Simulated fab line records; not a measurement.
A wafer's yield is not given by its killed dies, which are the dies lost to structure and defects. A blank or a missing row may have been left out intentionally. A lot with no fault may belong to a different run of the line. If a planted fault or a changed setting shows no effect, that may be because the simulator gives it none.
Check of tool commonality -- flow sky130 -- Lots sampled 11, wafers sampled 33

## REASON FOR OPENING
At SKY_LDD_N_TW_MEAS_17 the reading LDD_N_TW is flagged on 3 of 11 lots. Fault-free wafers read 2594, with a standard deviation of 33.
Rule: flag the lot when none of its wafers has a number, or when each of its wafers that has one lies beyond 4 standard deviations from that mean. The rest of the lots are taken to be sound.

lot,measured,on,"LDD_N_TW, wafer by wafer",flag
L399,day 17 05:50,film-metro-01,2590 2599 2599,
L403,day 20 05:32,film-metro-04,2529 2537 2530,
L405,day 20 08:47,film-metro-02,2604 2592 2596,
L404,day 20 08:55,film-metro-04,2535 2535 2550,
L406,day 20 09:05,film-metro-02,2596 2592 2581,
L417,day 24 13:58,film-metro-02,2618 2631 2629,
L416,day 24 19:18,film-metro-01,2931 2940 2937,FLAGGED
L419,day 25 00:32,film-metro-04,2875 2877 2885,FLAGGED
L418,day 25 02:13,film-metro-02,3001 2974 2974,FLAGGED
L420,day 25 03:59,film-metro-01,2594 2592 2600,
L422,day 25 19:47,film-metro-04,2542 2536 2556,
Average over the flagged lots: 2933; offset from the usual +339, equal to +10 standard deviations.

## WHICH TOOL EACH LOT WENT THROUGH
4 process steps preceding the reading are held in the record, out of 708 steps in the route. Every cell lists first the tool, next ch and the chambers used by the sampled wafers, and last the start.
lot,flag,SKY_VT_ADJUST_LVTN_STRIP_20,SKY_SONOS_ONO_STRIP_17,SKY_LDD_N_IMPLANT_11,SKY_LDD_N_STRIP_16
L399,,"plasma-asher-04 ch 0,1, day 7 16:43","plasma-asher-03 ch 0,1, day 12 14:13","implanter-03 ch 0, day 17 04:59","plasma-asher-04 ch 0,1, day 17 05:44"
L403,,"plasma-asher-01 ch 0,1, day 8 17:59","plasma-asher-04 ch 0,1, day 14 20:43","implanter-04 ch 0, day 20 04:43","plasma-asher-01 ch 0,1, day 20 05:26"
L405,,"plasma-asher-01 ch 0,1, day 9 08:10","plasma-asher-01 ch 0, day 14 21:47","implanter-01 ch 0, day 20 07:58","plasma-asher-03 ch 0,1, day 20 08:41"
L404,,"plasma-asher-01 ch 0,1, day 8 22:31","plasma-asher-04 ch 0,1, day 14 21:50","implanter-04 ch 0, day 20 08:05","plasma-asher-04 ch 0,1, day 20 08:49"
L406,,"plasma-asher-03 ch 0,1, day 9 15:37","plasma-asher-03 ch 0,1, day 14 22:06","implanter-03 ch 0, day 20 08:16","plasma-asher-03 ch 0,1, day 20 08:59"
L417,,"plasma-asher-01 ch 0,1, day 13 02:35","plasma-asher-01 ch 1, day 19 01:43","implanter-01 ch 0, day 24 13:07","plasma-asher-01 ch 0,1, day 24 13:52"
L416,FLAGGED,"plasma-asher-04 ch 1, day 13 03:13","plasma-asher-01 ch 0,1, day 19 03:05","implanter-04 ch 0, day 24 17:44","plasma-asher-04 ch 0,1, day 24 19:11"
L419,FLAGGED,"plasma-asher-01 ch 0,1, day 13 11:28","plasma-asher-01 ch 0, day 19 14:52","implanter-04 ch 0, day 24 23:41","plasma-asher-04 ch 0,1, day 25 00:26"
L418,FLAGGED,"plasma-asher-04 ch 0,1, day 13 11:10","plasma-asher-04 ch 0,1, day 19 15:13","implanter-04 ch 0, day 25 01:22","plasma-asher-03 ch 0,1, day 25 02:07"
L420,,"plasma-asher-01 ch 0,1, day 13 17:04","plasma-asher-03 ch 0,1, day 19 17:52","implanter-01 ch 0, day 25 03:09","plasma-asher-04 ch 0,1, day 25 03:53"
L422,,"plasma-asher-03 ch 0,1, day 14 02:05","plasma-asher-04 ch 0,1, day 20 10:20","implanter-01 ch 0, day 25 18:56","plasma-asher-03 ch 0,1, day 25 19:41"
What is done by these steps:
- SKY_VT_ADJUST_LVTN_STRIP_20: strips in O2/N2.
- SKY_SONOS_ONO_STRIP_17: strips in O2/N2.
- SKY_LDD_N_IMPLANT_11
- SKY_LDD_N_STRIP_16: strips in O2/N2.
- SKY_LDD_N_TW_MEAS_17

## FLAGGED AGAINST TOTAL, ONE TOOL AT A TIME (gauges that did the reading follow at the end)
step,tool,lots run,flagged,share of the flagged lots,sound lots run after its first flagged lot
SKY_VT_ADJUST_LVTN_STRIP_20,plasma-asher-01,6,1,some,1 (L420)
SKY_VT_ADJUST_LVTN_STRIP_20,plasma-asher-03,2,0,none,-
SKY_VT_ADJUST_LVTN_STRIP_20,plasma-asher-04,3,2,some,0
SKY_SONOS_ONO_STRIP_17,plasma-asher-01,4,2,some,0
SKY_SONOS_ONO_STRIP_17,plasma-asher-03,3,0,none,-
SKY_SONOS_ONO_STRIP_17,plasma-asher-04,4,1,some,1 (L422)
SKY_LDD_N_IMPLANT_11,implanter-01,4,0,none,-
SKY_LDD_N_IMPLANT_11,implanter-03,2,0,none,-
SKY_LDD_N_IMPLANT_11,implanter-04,5,3,all,0
SKY_LDD_N_STRIP_16,plasma-asher-01,2,0,none,-
SKY_LDD_N_STRIP_16,plasma-asher-03,4,1,some,1 (L422)
SKY_LDD_N_STRIP_16,plasma-asher-04,5,2,some,1 (L420)
SKY_LDD_N_TW_MEAS_17,film-metro-01,3,1,some,1 (L420)
SKY_LDD_N_TW_MEAS_17,film-metro-02,4,1,some,0
SKY_LDD_N_TW_MEAS_17,film-metro-04,4,1,some,1 (L422)

## WHAT THE TABLE ALLOWS
All flagged lots share 1 row of the table, namely implanter-04 at SKY_LDD_N_IMPLANT_11.
- implanter-04 at SKY_LDD_N_IMPLANT_11 ran 5 lots, 3 of them flagged. Last sound lot L404 at day 20 08:05, first flagged lot L416 at day 24 17:44; a fault beginning in between fits. Its own readings lie more than 4 standard deviations out on every wafer of the flagged lots: beam-on-s, dose-ions-cm2.
What remains is a single tool, implanter-04 at SKY_LDD_N_IMPLANT_11.

## WHAT THE SIMULATOR HAD INSERTED
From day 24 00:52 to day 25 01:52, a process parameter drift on implanter-04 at SKY_LDD_N_IMPLANT_11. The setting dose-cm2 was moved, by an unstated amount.
Shown lots that were struck: L416, L419, L418. This agrees with what the rule above found.
